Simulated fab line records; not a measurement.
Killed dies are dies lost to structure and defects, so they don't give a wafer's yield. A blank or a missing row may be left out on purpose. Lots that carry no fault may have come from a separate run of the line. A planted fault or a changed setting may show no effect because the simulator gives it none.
fab line records	flow sky130
record: lots: 11	wafers: 33	lastDay: 50
route steps=708 shown FIELD_ISO@18 PWDE@53 NWELL@63 PAD_OPEN@708
lots that met no fault: taken from a fault-free run of the same line
startH: the number of hours between the record's first day and the start of the first shown wafer of the lot	waitH: hours from the lot's prior step to this one	" repeats the value in the row above	L1.1+2: one row covering several wafers at once	- either no value or no given start	* or withheld: withheld	< > ~ a bound
route shown NAME@n: a module of which the file shows steps, and the number in the route of the first	usual: average and standard deviation across the fault-free wafers	same: alike in all rows	chamber/n: place in a boat	sites: each site's reading	_std_site: the standard deviation of these	_edge_site: mean of outer sites minus mean of inner sites	radiusMm: how far each site lies from the wafer's centre	mask NAME#n: copy n	behind: the last tool/chamber to shape the wafer	hold: why the lot went on hold/how many hours it stayed there/how the hold came to an end	device: whichever transistor did not switch (one of n, p or np)	end of line: the route-end tests of the same wafers	step lacking rows: just its recipe	killed: the dies lost at the first sort to structure and to defects; this is not the yield of the wafer	map: the dies of a wafer, with x for killed, . for not killed, _ for no die there
set.NAME: setting as actually run; set.NAME@STEP: the setting as run at that earlier step	model.NAME: the simulator's own value behind a step, which no gauge read
the route's steps for a sample of lots (tables are steps, rows are wafers)
services: a tool's chamber out of use, with start hour (startH, from the record's first day; less than 0 if before it), hours out, and reason
== steps ==
step: SKY_FIELD_ISO_ETCH_17
recipe: targetDepthA: 3420	maskMaterial: Si3N4	chemistry: HBr/Cl2/O2	target: Si	taperDeg: 5	icpW: 600	biasW: 150	pressureMtorr: 15	HBr_flow_sccm: 150	Cl2_flow_sccm: 40	O2_flow_sccm: 6	timeS: 97.7
usual: HBr_flow_sccm: 150.1/0.43	drypumpMotorCurrentA: 5.3/0.42	oesProductAu: 0.998/0.0093	throttleValvePct: 25.658/0.01
lot.wafer	tool	chamber	startH	waitH	HBr_flow_sccm	drypumpMotorCurrentA	oesProductAu	rfHoursCounterH	throttleValvePct
L935.3	rieSi-02	3	34.31	0.0	150.1	5.4	0.988	2	25.663
L935.5	"	2	"	"	150.1	5.2	0.983	-	25.666
L935.6	"	1	"	"	150.6	5.7	0.999	-	25.645
L937.1	rieSi-01	1	43.32	0.1	149.9	5.9	0.987	5	25.666
L937.3	"	0	"	"	149.9	5.8	0.983	54	25.665
L937.6	"	0	"	"	150.4	5.8	0.986	-	25.685
L939.1	rieSi-02	1	56.66	0.1	150.3	5.7	1.004	141	25.646
L939.4	"	2	"	"	150.4	5.2	0.991	151	25.649
L939.6	"	1	"	"	150.2	5.7	1.017	-	25.647
L941.3	rieSi-02	2	68.26	0.0	150.6	5.2	0.995	152	25.662
L941.4	"	0	"	"	150.1	4.7	1.011	0	25.638
L941.6	"	0	"	"	150.3	4.7	1.010	-	25.654
L942.1	rieSi-02	0	73.32	0.1	150.5	4.7	1.005	0	25.645
L942.4	"	2	"	"	149.6	5.2	0.988	152	25.676
L942.5	"	3	"	"	150.2	5.4	0.989	-	25.666
L943.4	rieSi-01	0	76.06	0.0	149.8	5.8	1.001	54	25.659
L943.5	"	0	"	"	149.6	5.8	0.996	-	25.670
L943.6	"	1	"	"	150.6	5.9	0.999	-	25.661
L944.2	rieSi-02	0	80.86	0.1	150.4	4.7	1.010	0	25.655
L944.5	"	3	"	"	150.1	5.4	0.995	-	25.649
L944.6	"	0	"	"	150.9	4.6	1.006	-	25.656
L946.1	rieSi-02	2	92.67	0.1	150.8	5.2	0.985	0	25.645
L946.3	"	0	"	"	149.8	4.6	1.005	0	25.634
L946.4	"	1	"	"	149.5	5.7	1.000	142	25.663
L948.3	rieSi-02	3	101.42	0.0	149.7	5.4	0.994	2	25.660
L948.5	"	2	"	"	149.8	5.2	1.004	-	25.650
L948.6	"	3	"	"	150.1	5.4	0.997	-	25.658
L955.1	rieSi-01	3	136.77	0.1	149.9	5.0	0.985	0	25.666
L955.2	"	1	"	"	149.2	5.9	0.980	6	25.671
L955.5	"	0	"	"	149.8	5.8	0.995	-	25.670
L957.1	rieSi-01	2	149.67	0.1	150.4	4.9	1.012	2	25.648
L957.3	"	1	"	"	149.8	6.0	0.996	6	25.650
L957.4	"	3	"	"	150.3	5.1	0.993	0	25.655
step: SKY_FIELD_ISO_THK_MEAS_25
recipe: reads: SiO2_of_FIELD_ISO_CVD_24
usual: FIELD_ISO_CVD_24_THK: 598/6.7
lot.wafer	tool	chamber	startH	waitH	FIELD_ISO_CVD_24_THK[nm]
L935.3	filmMetro-02	-	37.37	0.1	588
L935.5	"	-	"	"	593
L935.6	"	-	"	"	599
L937.1	filmMetro-02	-	47.14	0.0	596
L937.3	"	-	"	"	590
L937.6	"	-	"	"	586
L939.1	filmMetro-01	-	58.31	0.0	596
L939.4	"	-	"	"	597
L939.6	"	-	"	"	598
L941.3	filmMetro-01	-	72.34	0.1	594
L941.4	"	-	"	"	595
L941.6	"	-	"	"	590
L942.1	filmMetro-02	-	80.66	0.0	593
L942.4	"	-	"	"	594
L942.5	"	-	"	"	599
L943.4	filmMetro-01	-	80.76	0.0	604
L943.5	"	-	"	"	595
L943.6	"	-	"	"	589
L944.2	filmMetro-03	-	89.13	0.0	596
L944.5	"	-	"	"	597
L944.6	"	-	"	"	598
L946.1	filmMetro-01	-	94.40	0.0	606
L946.3	"	-	"	"	592
L946.4	"	-	"	"	591
L948.3	filmMetro-03	-	108.38	0.1	608
L948.5	"	-	"	"	607
L948.6	"	-	"	"	605
L955.1	filmMetro-02	-	140.33	0.0	607
L955.2	"	-	"	"	599
L955.5	"	-	"	"	605
L957.1	filmMetro-03	-	151.35	0.1	586
L957.3	"	-	"	"	596
L957.4	"	-	"	"	592
step: SKY_PWDE_IMPLANT_08
recipe: species: B	energyKev: 150	doseCm2: 3.6e+12	tiltDeg: withheld
usual: doseIonsCm2: 3.6e+12/3.6e+09	faradayCurrentUA: 20.3/0.4
lot.wafer	tool	chamber	startH	waitH	doseIonsCm2	faradayCurrentUA
L935.3	implanter-02	0	77.42	0.1	3.602e+12	20.5
L935.5	"	0	"	"	3.602e+12	20.0
L935.6	"	0	"	"	3.607e+12	20.4
L937.1	implanter-01	0	87.84	0.0	3.603e+12	20.5
L937.3	"	0	"	"	3.606e+12	20.3
L937.6	"	0	"	"	3.599e+12	20.2
L939.1	implanter-01	0	95.21	0.0	3.604e+12	21.1
L939.4	"	0	"	"	3.6e+12	20.1
L939.6	"	0	"	"	3.604e+12	20.8
L941.3	implanter-01	0	119.59	0.1	3.603e+12	20.3
L941.4	"	0	"	"	3.596e+12	20.0
L941.6	"	0	"	"	3.596e+12	20.4
L942.1	implanter-02	0	130.21	0.0	3.606e+12	20.2
L942.4	"	0	"	"	3.602e+12	20.7
L942.5	"	0	"	"	3.596e+12	19.9
L943.4	implanter-03	0	130.65	0.1	3.605e+12	20.2
L943.5	"	0	"	"	3.606e+12	21.0
L943.6	"	0	"	"	3.6e+12	20.8
L944.2	implanter-02	0	139.33	0.0	3.6e+12	21.2
L944.5	"	0	"	"	3.596e+12	19.7
L944.6	"	0	"	"	3.601e+12	20.2
L946.1	implanter-02	0	140.32	0.0	3.603e+12	20.4
L946.3	"	0	"	"	3.604e+12	20.3
L946.4	"	0	"	"	3.602e+12	20.1
L948.3	implanter-01	0	156.94	0.1	3.606e+12	21.0
L948.5	"	0	"	"	3.601e+12	19.8
L948.6	"	0	"	"	3.605e+12	20.3
L955.1	implanter-01	0	188.12	0.0	4.466e+12	25.1
L955.2	"	0	"	"	4.464e+12	25.3
L955.5	"	0	"	"	4.471e+12	25.7
L957.1	implanter-01	0	197.08	0.0	4.461e+12	25.4
L957.3	"	0	"	"	4.468e+12	24.9
L957.4	"	0	"	"	4.461e+12	25.5
step: SKY_PWDE_TW_MEAS_10
usual: PWDE_TW: 373.0/3
lot.wafer	tool	chamber	startH	waitH	PWDE_TW
L935.3	filmMetro-01	-	77.64	0.1	376.4
L935.5	"	-	"	"	376.1
L935.6	"	-	"	"	375.0
L937.1	filmMetro-02	-	88.09	0.1	372.4
L937.3	"	-	"	"	371.1
L937.6	"	-	"	"	372.2
L939.1	filmMetro-04	-	95.46	0.1	376.0
L939.4	"	-	"	"	376.2
L939.6	"	-	"	"	377.0
L941.3	filmMetro-04	-	119.81	0.1	374.5
L941.4	"	-	"	"	376.2
L941.6	"	-	"	"	376.4
L942.1	filmMetro-02	-	130.46	0.1	372.8
L942.4	"	-	"	"	371.7
L942.5	"	-	"	"	371.0
L943.4	filmMetro-02	-	130.85	0.1	369.0
L943.5	"	-	"	"	370.7
L943.6	"	-	"	"	370.9
L944.2	filmMetro-01	-	139.57	0.1	371.4
L944.5	"	-	"	"	372.0
L944.6	"	-	"	"	372.2
L946.1	filmMetro-01	-	140.57	0.1	375.2
L946.3	"	-	"	"	375.0
L946.4	"	-	"	"	373.8
L948.3	filmMetro-04	-	157.16	0.1	368.3
L948.5	"	-	"	"	369.3
L948.6	"	-	"	"	368.5
L955.1	filmMetro-01	-	188.37	0.1	402.7
L955.2	"	-	"	"	402.4
L955.5	"	-	"	"	401.6
L957.1	filmMetro-04	-	197.33	0.1	401.3
L957.3	"	-	"	"	400.4
L957.4	"	-	"	"	401.5
step: SKY_NWELL_OVL_MEAS_10
usual: NWELL_00_OVL: -0.3/1.4
lot.wafer	tool	chamber	startH	waitH	NWELL_00_OVL[nm]
L935.3	overlay-01	-	93.22	-	-2.9
L935.5	"	-	"	"	-1.5
L935.6	"	-	"	"	-3.8
L937.1	overlay-01	-	104.16	-	1.0
L937.3	"	-	"	"	0.6
L937.6	"	-	"	"	0.8
L939.1	overlay-02	-	111.51	-	2.6
L939.4	"	-	"	"	0.8
L939.6	"	-	"	"	1.2
L941.3	overlay-02	-	137.17	-	0.6
L941.4	"	-	"	"	-0.5
L941.6	"	-	"	"	-0.2
L942.1	overlay-01	-	148.12	-	0.7
L942.4	"	-	"	"	1.5
L942.5	"	-	"	"	3.0
L943.4	overlay-01	-	149.14	-	-1.6
L943.5	"	-	"	"	-0.8
L943.6	"	-	"	"	-0.2
L944.2	overlay-01	-	159.02	-	1.8
L944.5	"	-	"	"	-0.1
L944.6	"	-	"	"	2.7
L946.1	overlay-02	-	160.31	-	1.4
L946.3	"	-	"	"	-0.4
L946.4	"	-	"	"	1.8
L948.3	overlay-01	-	177.11	-	0.6
L948.5	"	-	"	"	-0.2
L948.6	"	-	"	"	-1.2
L955.1	overlay-01	-	209.36	-	0.6
L955.2	"	-	"	"	-0.5
L955.5	"	-	"	"	1.8
L957.1	overlay-01	-	218.86	-	0.7
L957.3	"	-	"	"	0.1
L957.4	"	-	"	"	-0.9
step: SKY_NWELL_RS_MEAS_31
recipe: thkMeasGauge: four-point-probe
usual: PWDE_RS: 5272/19
lot.wafer	tool	chamber	startH	waitH	PWDE_RS[ohm/sq]
L935.3	filmMetro-01	-	110.83	0.1	5247
L935.5	"	-	"	"	5249
L935.6	"	-	"	"	5236
L937.1	filmMetro-04	-	122.49	0.1	5262
L937.3	"	-	"	"	5238
L937.6	"	-	"	"	5258
L939.1	filmMetro-01	-	130.49	0.1	5270
L939.4	"	-	"	"	5292
L939.6	"	-	"	"	5272
L941.3	filmMetro-04	-	156.55	0.1	5266
L941.4	"	-	"	"	5271
L941.6	"	-	"	"	5271
L942.1	filmMetro-01	-	169.25	0.1	5240
L942.4	"	-	"	"	5266
L942.5	"	-	"	"	5260
L943.4	filmMetro-02	-	170.77	0.1	5281
L943.5	"	-	"	"	5273
L943.6	"	-	"	"	5266
L944.2	filmMetro-02	-	180.22	0.1	5300
L944.5	"	-	"	"	5278
L944.6	"	-	"	"	5274
L946.1	filmMetro-02	-	181.44	0.1	5241
L946.3	"	-	"	"	5267
L946.4	"	-	"	"	5289
L948.3	filmMetro-02	-	198.94	0.1	5298
L948.5	"	-	"	"	5289
L948.6	"	-	"	"	5300
L955.1	filmMetro-04	-	232.45	0.1	4468
L955.2	"	-	"	"	4457
L955.5	"	-	"	"	4456
L957.1	filmMetro-04	-	242.20	0.1	4433
L957.3	"	-	"	"	4439
L957.4	"	-	"	"	4452
step: SKY_PAD_OPEN_PROBE_99
usual: killed_at_M0_to_M3: 44/6.4	killed_at_M4_up: 3.6/2.1	killedAtContacts: 23/5.1	killedAtFrontEnd: 15/4.3	killedAtOther: 0.3/0.56	killedDies: 86/9	killedOpen: 47/6.4	killedShort: 39/5.8
same: grossDies: 492	killedAtBackSide: 0
lot.wafer	tool	chamber	startH	waitH	killed_at_M0_to_M3	killed_at_M4_up	killedAtContacts	killedAtFrontEnd	killedAtOther	killedDies	killedOpen	killedShort
L948.3	prober-01	-	1154.07	0.2	37	2	32	13	0	84	47	37
L948.5	prober-01	-	1154.17	0.2	37	6	24	19	0	86	49	37
L948.6	prober-01	-	1154.22	0.2	43	3	22	22	0	90	51	39
L957.1	prober-02	-	1194.03	0.1	40	3	23	20	0	86	51	35
L957.3	prober-02	-	1194.13	0.2	38	3	28	14	1	84	45	39
L957.4	prober-02	-	1194.18	0.2	38	5	20	19	1	83	40	42
killed by level:class
L948.3 CONTACT:geometricParticle:open=11 VIA1:geometricParticle:open=11 LI_CONTACT:geometricParticle:open=7 LOCAL_INTERCONNECT:geometricParticle:short=7 METAL2:geometricParticle:short=6 FIELD_ISO:geometricParticle:short=4 VIA3:geometricParticle:short=4 POLY_GATE:geometricParticle:open=3
L948.5 CONTACT:geometricParticle:open=11 VIA1:geometricParticle:open=9 FIELD_ISO:geometricParticle:short=8 LI_CONTACT:geometricParticle:open=6 VIA2:geometricParticle:open=6 FIELD_ISO:geometricParticle:open=5 VIA1:geometricParticle:short=4 VIA2:geometricParticle:short=4
L948.6 VIA1:geometricParticle:open=11 LI_CONTACT:geometricParticle:open=9 CONTACT:geometricParticle:open=7 FIELD_ISO:geometricParticle:short=6 METAL1:geometricParticle:short=6 POLY_GATE:geometricParticle:open=6 METAL2:geometricParticle:short=5 VIA3:geometricParticle:open=5
L957.1 VIA1:geometricParticle:open=14 CONTACT:geometricParticle:open=12 VIA2:geometricParticle:open=7 METAL1:geometricParticle:short=6 VIA3:geometricParticle:open=6 FIELD_ISO:geometricParticle:short=5 POLY_GATE:geometricParticle:open=4 SPACER:geometricParticle:short=4
L957.3 VIA1:geometricParticle:open=11 CONTACT:geometricParticle:open=7 LI_CONTACT:geometricParticle:open=6 FIELD_ISO:geometricParticle:open=5 FIELD_ISO:geometricParticle:short=5 CONTACT:geometricParticle:short=5 LOCAL_INTERCONNECT:geometricParticle:short=5 VIA3:geometricParticle:short=4
L957.4 VIA1:geometricParticle:open=11 FIELD_ISO:geometricParticle:open=7 VIA3:geometricParticle:open=7 VIA1:geometricParticle:short=6 CONTACT:geometricParticle:open=6 LOCAL_INTERCONNECT:geometricParticle:short=5 METAL2:geometricParticle:short=4 CONTACT:geometricParticle:short=4
== services ==
tool	chamber	startH	hours	kind
implanter-01	-	18.55	2.0	repair
rieSi-02	0	23.30	-	clean
rieSi-02	0	23.30	16.6	scheduledDown
rieSi-02	0	23.30	16.6	ventCycle
rieSi-01	1	27.00	8.8	repair
implanter-03	-	37.65	0.7	repair
implanter-03	-	68.84	1.6	repair
rieSi-02	2	75.16	-	clean
rieSi-02	2	75.16	17.1	scheduledDown
rieSi-02	2	75.16	17.1	ventCycle
implanter-03	-	78.37	16.9	pm
implanter-01	-	79.84	3.5	repair
implanter-01	-	84.27	2.6	repair
rieSi-01	3	90.80	-	clean
implanter-02	-	93.12	6.6	pm
rieSi-02	1	116.66	-	clean
rieSi-02	1	116.66	18.5	scheduledDown
rieSi-02	1	116.66	18.5	ventCycle
implanter-03	-	126.19	2.5	pm
rieSi-01	-	142.10	0.6	repair
implanter-02	-	155.03	6.3	pm
implanter-03	-	161.29	1.5	repair
implanter-02	-	168.25	2.6	repair
implanter-03	-	186.30	5.0	repair
== key ==
firstSign: step: SKY_PWDE_IMPLANT_08	reading: doseIonsCm2	direction: up	sigmas: 99+	usual: *	struck: *
effect: step: SKY_PWDE_IMPLANT_08	reading: faradayCurrentUA	direction: up	sigmas: 13	usual: 20.3	struck: 25.3
effect: step: SKY_PWDE_TW_MEAS_10	reading: PWDE_TW	direction: up	sigmas: 9.7	usual: 373.0	struck: 401.6
effect: step: SKY_NWELL_RS_MEAS_31	reading: PWDE_RS	direction: down	sigmas: 44	usual: 5272	struck: 4451
metAt SKY_PWDE_IMPLANT_08
struckLots L955,L957
testerLeftOut L955,L957
notActingAt SKY_FIELD_ISO_ETCH_17,SKY_FIELD_ISO_THK_MEAS_25,SKY_NWELL_OVL_MEAS_10
onsetBetween 156.94 188.12
fault: kind: processParameterDrift	tool: implanter-01	chamber: -	onsetH: 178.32	steps: SKY_PWDE_IMPLANT_08	channel: doseCm2	offset: *	shape: step	endH: 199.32	actsIn: *	stated: *
testerLeftOut: of these lots the tester's yield and bins aren't shown, on N5 and GAA mostly nor the transistor test; their killed dies are dies lost to structure and defects alone, not to doping, threshold or leakage, so they don't give the yield
